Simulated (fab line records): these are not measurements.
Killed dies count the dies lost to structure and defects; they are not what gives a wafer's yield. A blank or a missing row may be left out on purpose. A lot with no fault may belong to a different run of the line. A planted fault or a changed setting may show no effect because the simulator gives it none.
A struck lot beside a sound one :: flow sfq-line :: 18 steps out of a route of 325
Sound: wafers L546.1, L546.5, L546.6. The struck wafers were L555.1, L555.3, L555.6. The cause is given at the end.
For every step that has rows: the tool of each side, followed by ch and its chambers, followed by its first start. Under that, the readings that differ: sound wafers :: struck wafers :: difference of the means :: sigmas: that difference in standard deviations of wafers without a fault.
alike: same words and numbers on both sides, and readings whose means sit less than 2 such deviations apart. not compared: any withheld reading, any reading some wafer has no value for, any bound like >300 that may hide the same value, and any number with overlapping values for which the record gives no deviation.
Wherever a step has rows on one side only, a row that says differs or no value, or a row with sigmas, the two part there. Numbers that have no deviation but don't overlap get no sigmas and don't part them. Lack of a reading on every wafer of one side parts them only where that side has two or more wafers.

SFQ_TRILAYER_M7_BARC_OPEN_METAL_ETCH_229: etches BARC in O2, target depth 125 nm, time 41.7 s.
  sound on rie-metal-01 ch 0,1, day 81 21:06; struck on rie-metal-03 ch 0,1, day 83 11:47
  alike: drypump-motor-current-A, oes-product-au
  not compared: rf-hours-counter-h
then, 1 step without rows for these wafers: SFQ_TRILAYER_M7_ETCH_METAL_ETCH_180 (etches Nb in Cl2/Ar, stops on SiO2, target depth 240 nm, time 120 s).
SFQ_TRILAYER_M7_STRIP_STRIP_181: strips in O2.
  sound on rie-metal-01 ch 0,1, day 81 21:17; struck on rie-metal-03 ch 0,1, day 83 11:59
  alike: drypump-motor-current-A, oes-product-au
  not compared: rf-hours-counter-h
then, 1 step without rows for these wafers: SFQ_TRILAYER_M7_STRIP_SOLV_CLEAN_182 (cleans in NMP, time 600 s).
SFQ_TRILAYER_I7_DEP_PECVD_183: deposits SiO2 from SiH4/N2O, time 111.11 s, target thk 500 nm.
  sound on pecvd-01 ch 0,1, day 81 22:06; struck on pecvd-04 ch 0,1,2, day 83 12:45
  alike: heater-power-w, throttle-valve-pct
SFQ_TRILAYER_I7_CMP_CMP_184: polishes SiO2.
  sound on cmp-01 ch 0,1, day 81 22:10; struck on cmp-01 ch 0,1, day 83 15:11
  alike: motor-current-A, time-to-endpoint-s
SFQ_I7_BOW_MEAS_946:
  sound on film-metro-03 at day 82 01:10; struck on film-metro-04 at day 83 17:41
  alike: I7_BOW
SFQ_TRILAYER_I7_METRO_MEASURE_185:
  sound on film-metro-03 at day 82 01:17; struck on film-metro-04 at day 83 17:48
  alike: thk-nm
then, 4 steps without rows for these wafers: SFQ_TRILAYER_I7_VIA_LITHO_COAT_192 (resist thk 62 nm); SFQ_TRILAYER_I7_VIA_LITHO_COAT_187 (resist thk 650 nm); SFQ_TRILAYER_I7_VIA_LITHO_SOFTBAKE_191; SFQ_TRILAYER_I7_VIA_LITHO_EXPOSE_188 (exposes mask I7, target cd 1000 nm).
-- the record jumps here: 5 days lie between the struck wafers' starts before and after --
SFQ_TRILAYER_I7_VIA_LITHO_PEB_190: peb time 60 s.
  sound on litho-track-01 ch 0, day 82 04:26; struck on litho-track-02 ch 0, day 88 07:52
reading: heater-power-total-W (W)
sound: 79.12 79.11 79.10
struck: 80.05 79.86 80.02
difference: +0.87
sigmas: +12

reading: plate-temp-C (C)
sound: 114.82 114.97 114.64
struck: 115.80 116.17 115.93
difference: +1.16
sigmas: +9
then, 1 step without rows for these wafers: SFQ_TRILAYER_I7_VIA_LITHO_DEVELOP_189 (time 60 s).
SFQ_I7_OVL_MEAS_947:
  sound on overlay-01 at day 82 04:44; struck on overlay-02 at day 88 08:10
  alike: I7_OVL
SFQ_TRILAYER_I7_VIA_BARC_OPEN_VIA_ETCH_260: etches BARC in O2, target depth 125 nm, time 41.7 s.
  sound on rie-diel-04 ch 0,2, day 82 04:47; struck on rie-diel-02 ch 0,3, day 88 08:11
reading: model.I7.cd-nm (nm)
sound: 1000 1001 1001
struck: 1015 1017 1014
difference: +15
sigmas: 
  alike: drypump-motor-current-A, oes-product-au
  not compared: rf-hours-counter-h
SFQ_TRILAYER_I7_VIA_ETCH_VIA_ETCH_190: etches SiO2 in CHF3, stops on Nb, target depth 260 nm.
  sound on rie-diel-04 ch 0,2, day 82 04:49; struck on rie-diel-02 ch 0,3, day 88 08:14
reading: model.I7.cd-nm (nm)
sound: 1000 1001 1002
struck: 1016 1018 1015
difference: +15
sigmas: 
  alike: drypump-motor-current-A, oes-product-au
then, 1 step without rows for these wafers: SFQ_TRILAYER_I7_VIA_STRIP_STRIP_191 (strips in O2).

WHERE THEY PART
Only at SFQ_TRILAYER_I7_VIA_LITHO_PEB_190, within this record. Later steps at which nothing parts them and some readings are alike: SFQ_I7_OVL_MEAS_947, SFQ_TRILAYER_I7_VIA_BARC_OPEN_VIA_ETCH_260, SFQ_TRILAYER_I7_VIA_ETCH_VIA_ETCH_190.

WHY: whatever the simulator had introduced
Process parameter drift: litho-track-02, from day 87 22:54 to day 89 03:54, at SFQ_TRILAYER_I7_VIA_LITHO_PEB_190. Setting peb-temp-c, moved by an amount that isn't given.
